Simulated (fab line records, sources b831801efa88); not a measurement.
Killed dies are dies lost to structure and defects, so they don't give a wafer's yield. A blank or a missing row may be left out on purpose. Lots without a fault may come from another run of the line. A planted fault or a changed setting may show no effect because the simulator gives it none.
fab line records | flow gf180mcu
record lots=13 wafers=36 last_day=34
route steps=602 shown LVPWELL@61 MVPSD@87 MVSD@136 POLY_GATE@171
lots that met no fault: from a run of the same line without faults
start_h: hours from the record's first day to the start of the lot's first wafer shown | wait_h: hours since the lot's step before | " the same as in the row above | L1.1+2: a row that stands for several wafers | - no value, or no start given | * or withheld: withheld | < > ~ a bound
route shown NAME@n: a module of which the file shows steps, and the number in the route of the first | usual: mean/standard deviation of fault-free wafers | same: alike in all rows | chamber/n: place in a boat | sites: the reading at each site | _std_site: their standard deviation | _edge_site: outer sites' mean less inner sites' | radius_mm: how far each site lies from the wafer's centre | mask NAME#n: copy n | behind: the tool/chamber that last shaped the wafer | hold: why the lot was held/for how many hours/how that ended | device: the transistor (n, p or np) that didn't switch | end of line: the same wafers' tests at the end of the route | a step without rows: its recipe alone | killed: dies lost to structure and defects at the first sort, not the wafer's yield | map: a wafer's dies, x killed, . not, _ none there
set.NAME: the setting as run; set.NAME@STEP: as run at that earlier step | model.NAME: the simulator's own value behind a step, which no gauge read
steps of the route over a sample of lots; a table a step, a row a wafer
services: from which hour (start_h, from the record's first day; less than 0 if before it) a tool's chamber was out of use, for how many hours, and why
## steps
# step GF_LVPWELL_OVL_MEAS_07
# usual LVPWELL_OVL=-0.1/1.2
# columns lot.wafer tool chamber start_h wait_h LVPWELL_OVL[nm]
L242.1 overlay-02 - 74.29 - 1.1
L242.2 " - " " 0.7
L242.3 " - " " 0.6
L243.4 overlay-02 - 82.61 - -1.0
L243.5 " - " " 0.3
L243.6 " - " " 0.6
L244.2 overlay-02 - 88.70 - -3.2
L244.4 " - " " -1.5
L244.5 " - " " -1.3
L245.4 overlay-01 - 96.71 - 0.6
L245.5 " - " " 0.4
L245.6 " - " " 0.5
L246.1 overlay-02 - 97.75 - 0.8
L246.4 " - " " 0.0
L246.5 " - " " -1.2
L247.4 overlay-02 - 101.51 - 1.6
L247.5 " - " " -0.6
L247.6 " - " " 0.9
L248.2 overlay-01 - 108.20 - -1.0
L248.3 " - " " -0.4
L248.4 " - " " 0.1
L255.2 overlay-01 - 148.30 - -1.2
L255.4 " - " " -1.3
L256.2 overlay-02 - 154.80 - 1.2
L256.3 " - " " 2.1
L257.2 overlay-02 - 161.45 - 0.6
L257.4 " - " " 2.3
L259.1 overlay-01 - 171.44 - 0.3
L259.4 " - " " 0.6
L259.6 " - " " 2.4
L260.2 overlay-01 - 177.75 - -0.3
L260.3 " - " " -2.1
L260.5 " - " " -0.6
L263.1 overlay-01 - 195.79 - -1.8
L263.5 " - " " -2.6
L263.6 " - " " -1.2
# step GF_MVPSD_IMPLANT_09
# recipe species=B energy_kev=40 dose_cm2=5e+12 tilt_deg=0
# usual beam_on_s=10.01/0.2 dose_ions_cm2=5e+12/5.3e+09 faraday_current_uA=28.2/0.58
# columns lot.wafer tool chamber start_h wait_h beam_on_s dose_ions_cm2 faraday_current_uA
L242.1 implanter-03 0 104.33 0.1 9.87 4.999e+12 28.6
L242.2 " 0 " " 9.82 5.008e+12 28.5
L242.3 " 0 " " 10.18 5.005e+12 27.7
L243.4 implanter-04 0 112.80 0.1 9.77 5e+12 28.9
L243.5 " 0 " " 9.95 4.999e+12 28.3
L243.6 " 0 " " 9.83 5.001e+12 28.7
L244.2 implanter-04 0 119.80 0.1 10.03 4.994e+12 28.2
L244.4 " 0 " " 9.90 4.996e+12 28.4
L244.5 " 0 " " 9.99 4.997e+12 28.2
L245.4 implanter-02 0 128.11 0.1 9.86 5.001e+12 28.7
L245.5 " 0 " " 10.07 4.995e+12 28.1
L245.6 " 0 " " 9.61 4.991e+12 29.4
L246.1 implanter-02 0 129.27 0.1 10.33 5.001e+12 27.2
L246.4 " 0 " " 9.71 4.989e+12 29.1
L246.5 " 0 " " 10.08 5.002e+12 28.1
L247.4 implanter-02 0 133.00 0.1 9.73 5.002e+12 29.0
L247.5 " 0 " " 9.81 5.009e+12 28.7
L247.6 " 0 " " 10.19 4.995e+12 27.6
L248.2 implanter-04 0 140.30 0.1 9.82 4.998e+12 28.7
L248.3 " 0 " " 9.95 4.999e+12 28.3
L248.4 " 0 " " 10.14 4.999e+12 27.9
L255.2 implanter-04 0 183.31 0.1 7.98 4.999e+12 35.3
L255.4 " 0 " " 7.66 4.996e+12 36.9
L256.2 implanter-04 0 189.14 0.1 7.66 5.001e+12 36.8
L256.3 " 0 " " 10.49 5.012e+12 26.8
L257.2 implanter-04 0 196.44 0.1 7.78 5.003e+12 36.1
L257.4 " 0 " " 7.60 5.006e+12 37.1
L259.1 implanter-03 0 207.28 0.1 10.04 4.996e+12 28.1
L259.4 " 0 " " 9.79 4.995e+12 28.8
L259.6 " 0 " " 10.11 4.997e+12 27.8
L260.2 implanter-03 0 213.71 0.1 9.86 5e+12 28.7
L260.3 " 0 " " 10.06 4.987e+12 28.0
L260.5 " 0 " " 9.80 4.988e+12 28.7
L263.1 implanter-03 0 232.38 0.1 9.60 5.007e+12 29.3
L263.5 " 0 " " 9.89 5.009e+12 28.6
L263.6 " 0 " " 9.89 4.999e+12 28.6
# step GF_MVPSD_TW_MEAS_11
# usual MVPSD_TW=564.6/2.7
# columns lot.wafer tool chamber start_h wait_h MVPSD_TW
L242.1 film_metro-02 - 104.58 0.1 565.4
L242.2 " - " " 565.5
L242.3 " - " " 566.7
L243.4 film_metro-01 - 113.06 0.1 567.2
L243.5 " - " " 564.9
L243.6 " - " " 566.8
L244.2 film_metro-01 - 120.03 0.1 565.2
L244.4 " - " " 564.5
L244.5 " - " " 562.0
L245.4 film_metro-01 - 128.31 0.1 565.8
L245.5 " - " " 562.8
L245.6 " - " " 562.4
L246.1 film_metro-02 - 129.52 0.1 570.3
L246.4 " - " " 570.4
L246.5 " - " " 570.6
L247.4 film_metro-02 - 133.20 0.1 567.6
L247.5 " - " " 565.3
L247.6 " - " " 566.7
L248.2 film_metro-01 - 140.53 0.1 564.7
L248.3 " - " " 565.2
L248.4 " - " " 563.7
L255.2 film_metro-01 - 183.54 0.1 557.2
L255.4 " - " " 557.1
L256.2 film_metro-02 - 189.38 0.1 557.2
L256.3 " - " " 562.9
L257.2 film_metro-02 - 196.68 0.1 553.9
L257.4 " - " " 558.8
L259.1 film_metro-01 - 207.53 0.1 564.3
L259.4 " - " " 563.9
L259.6 " - " " 563.8
L260.2 film_metro-03 - 213.94 0.1 562.7
L260.3 " - " " 564.6
L260.5 " - " " 560.4
L263.1 film_metro-01 - 232.63 0.1 565.1
L263.5 " - " " 565.4
L263.6 " - " " 564.6
# step GF_VT_IMPLANT_RS_MEAS_46
# recipe thk_meas_gauge=four-point-probe
# usual MVSD_RS=456.8/2
# columns lot.wafer tool chamber start_h wait_h MVSD_RS[ohm/sq]
L242.1 film_metro-01 - 167.59 0.1 458.9
L242.2 " - " " 458.1
L242.3 " - " " 458.8
L243.4 film_metro-03 - 179.29 0.1 454.8
L243.5 " - " " 454.6
L243.6 " - " " 453.9
L244.2 film_metro-02 - 185.81 0.1 458.2
L244.4 " - " " 457.7
L244.5 " - " " 458.3
L245.4 film_metro-02 - 195.84 0.1 456.8
L245.5 " - " " 456.0
L245.6 " - " " 456.8
L246.1 film_metro-02 - 197.85 0.1 456.6
L246.4 " - " " 456.8
L246.5 " - " " 456.2
L247.4 film_metro-01 - 200.70 0.1 457.7
L247.5 " - " " 458.3
L247.6 " - " " 458.0
L248.2 film_metro-03 - 208.70 0.1 454.2
L248.3 " - " " 454.7
L248.4 " - " " 454.1
L255.2 film_metro-01 - 256.40 0.1 458.9
L255.4 " - " " 457.2
L256.2 film_metro-01 - 264.45 0.1 458.2
L256.3 " - " " 458.2
L257.2 film_metro-01 - 270.51 0.1 455.9
L257.4 " - " " 459.0
L259.1 film_metro-03 - 284.44 0.2 454.4
L259.4 " - " " 456.5
L259.6 " - " " 453.2
L260.2 film_metro-01 - 288.81 0.2 460.2
L260.3 " - " " 459.2
L260.5 " - " " 459.4
L263.1 film_metro-03 - 311.93 0.1 454.1
L263.5 " - " " 453.1
L263.6 " - " " 452.9
# step GF_VT_IMPLANT_RS_MEAS_49
# recipe thk_meas_gauge=four-point-probe
# usual MVPSD_RS=1168/4.4
# columns lot.wafer tool chamber start_h wait_h MVPSD_RS[ohm/sq]
L242.1 film_metro-01 - 167.95 0.1 1170
L242.2 " - " " 1171
L242.3 " - " " 1169
L243.4 film_metro-03 - 179.65 0.1 1164
L243.5 " - " " 1165
L243.6 " - " " 1162
L244.2 film_metro-02 - 186.17 0.1 1165
L244.4 " - " " 1168
L244.5 " - " " 1167
L245.4 film_metro-02 - 196.20 0.1 1168
L245.5 " - " " 1169
L245.6 " - " " 1169
L246.1 film_metro-02 - 198.21 0.1 1173
L246.4 " - " " 1173
L246.5 " - " " 1170
L247.4 film_metro-01 - 201.06 0.1 1178
L247.5 " - " " 1175
L247.6 " - " " 1173
L248.2 film_metro-03 - 209.06 0.1 1162
L248.3 " - " " 1161
L248.4 " - " " 1162
L255.2 film_metro-01 - 256.76 0.1 1230
L255.4 " - " " 1230
L256.2 film_metro-01 - 264.81 0.1 1229
L256.3 " - " " 1176
L257.2 film_metro-01 - 270.87 0.1 1228
L257.4 " - " " 1225
L259.1 film_metro-03 - 284.80 0.1 1165
L259.4 " - " " 1164
L259.6 " - " " 1160
L260.2 film_metro-01 - 289.17 0.1 1174
L260.3 " - " " 1170
L260.5 " - " " 1171
L263.1 film_metro-03 - 312.29 0.1 1162
L263.5 " - " " 1162
L263.6 " - " " 1162
# step GF_POLY_GATE_STRIP_14
# recipe chemistry=O2/N2 power_w=1400 pressure_mtorr=1500 platen_temp_c=250 o2_flow_sccm=3000 n2_flow_sccm=300 overash_fraction=0.5
# usual drypump_motor_current_A=5.9/0.55 heater_power_w=356/51 oes_product_au=0.505/0.0043
# columns lot.wafer tool chamber start_h wait_h drypump_motor_current_A heater_power_w oes_product_au rf_hours_counter_h
L242.1 plasma_asher-02 1 208.06 0.0 6.6 397 0.505 59
L242.2 " 0 " " 6.0 353 0.502 59
L242.3 " 1 " " 6.6 404 0.505 -
L243.4 plasma_asher-01 0 223.24 0.1 4.9 288 0.504 -
L243.5 " 0 " " 4.9 282 0.501 -
L243.6 " 1 " " 5.8 425 0.502 -
L244.2 plasma_asher-02 1 229.30 0.0 6.6 399 0.513 62
L244.4 " 0 " " 6.0 359 0.510 -
L244.5 " 0 " " 6.0 346 0.508 -
L246.1 plasma_asher-04 1 239.36 0.0 6.1 273 0.510 47
L246.4 " 0 " " 5.6 345 0.498 -
L246.5 " 0 " " 5.5 345 0.500 -
L245.4 plasma_asher-01 1 239.54 0.1 5.8 415 0.516 -
L245.5 " 1 " " 5.7 421 0.507 -
L245.6 " 0 " " 4.9 283 0.503 -
L247.4 plasma_asher-01 0 243.93 0.0 4.9 283 0.506 -
L247.5 " 1 " " 5.8 427 0.504 -
L247.6 " 0 " " 4.9 288 0.514 -
L248.2 plasma_asher-04 1 251.99 0.0 6.1 275 0.502 47
L248.3 " 1 " " 6.1 278 0.497 -
L248.4 " 0 " " 5.6 343 0.508 -
L255.2 plasma_asher-01 1 302.60 0.0 5.8 435 0.506 18
L255.4 " 1 " " 5.9 425 0.502 -
L256.2 plasma_asher-02 0 312.35 0.0 6.0 341 0.505 71
L256.3 " 1 " " 6.6 394 0.500 -
L257.2 plasma_asher-04 0 317.35 0.0 5.6 338 0.500 54
L257.4 " 0 " " 5.6 335 0.508 -
L259.1 plasma_asher-01 0 332.35 0.0 4.9 289 0.503 21
L259.4 " 0 " " 4.9 284 0.502 -
L259.6 " 1 " " 5.8 419 0.505 -
L260.2 plasma_asher-02 1 337.45 0.0 6.6 389 0.498 73
L260.3 " 1 " " 6.6 402 0.504 -
L260.5 " 0 " " 6.0 350 0.505 -
L263.1 plasma_asher-02 1 364.04 0.0 6.7 391 0.493 76
L263.5 " 0 " " 6.0 348 0.506 -
L263.6 " 1 " " 6.6 391 0.507 -
## services
# columns tool chamber start_h hours kind
implanter-04 - 93.57 4.0 pm
implanter-04 - 103.31 1.1 repair
plasma_asher-01 - 108.75 9.0 pm
plasma_asher-01 0 108.75 9.0 vent_cycle
plasma_asher-01 1 108.75 9.0 vent_cycle
implanter-03 - 113.08 2.1 repair
implanter-03 - 116.15 1.2 repair
plasma_asher-01 0 117.75 - clean
plasma_asher-01 1 117.75 - clean
plasma_asher-04 - 128.32 2.9 repair
implanter-04 - 142.02 5.1 pm
plasma_asher-01 - 143.98 14.6 pm
implanter-02 - 155.89 3.1 repair
plasma_asher-04 - 214.12 9.7 repair
implanter-03 - 241.95 138.0 pm
plasma_asher-04 - 243.27 5.0 repair
implanter-02 - 271.05 1.3 repair
implanter-04 - 285.65 6.9 repair
implanter-02 - 291.30 8.2 repair
implanter-04 - 315.36 4.9 repair
implanter-02 - 347.00 2.2 repair
plasma_asher-01 - 354.38 2.8 pm
implanter-04 - 364.08 18.7 repair
## key
first_sign step=GF_MVPSD_IMPLANT_09 reading=faraday_current_uA direction=up sigmas=14 usual=28.2 struck=36.4
effect step=GF_MVPSD_IMPLANT_09 reading=beam_on_s direction=down sigmas=11 usual=10.01 struck=7.73
effect step=GF_MVPSD_TW_MEAS_11 reading=MVPSD_TW direction=down sigmas=2.9 usual=564.6 struck=556.9
effect step=GF_VT_IMPLANT_RS_MEAS_49 reading=MVPSD_RS direction=up sigmas=14 usual=1168 struck=1228
met_at GF_MVPSD_IMPLANT_09
struck_lots L255,L256,L257
struck_wafers L255.2,L255.4,L256.2,L257.2,L257.4
tester_left_out L255,L256,L257
not_acting_at GF_LVPWELL_OVL_MEAS_07,GF_VT_IMPLANT_RS_MEAS_46,GF_POLY_GATE_STRIP_14
onset_between 140.30 183.31
fault kind=process_parameter_drift tool=implanter-04 chamber=- onset_h=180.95 steps=GF_MVPSD_IMPLANT_09 channel=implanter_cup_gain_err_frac offset=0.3 shape=step end_h=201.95 scope=struck_wafers_only
# tester_left_out: of these lots the tester's yield and bins aren't shown, on N5 and GAA mostly nor the transistor test; their killed dies are dies lost to structure and defects alone, not to doping, threshold or leakage, so they don't give the yield
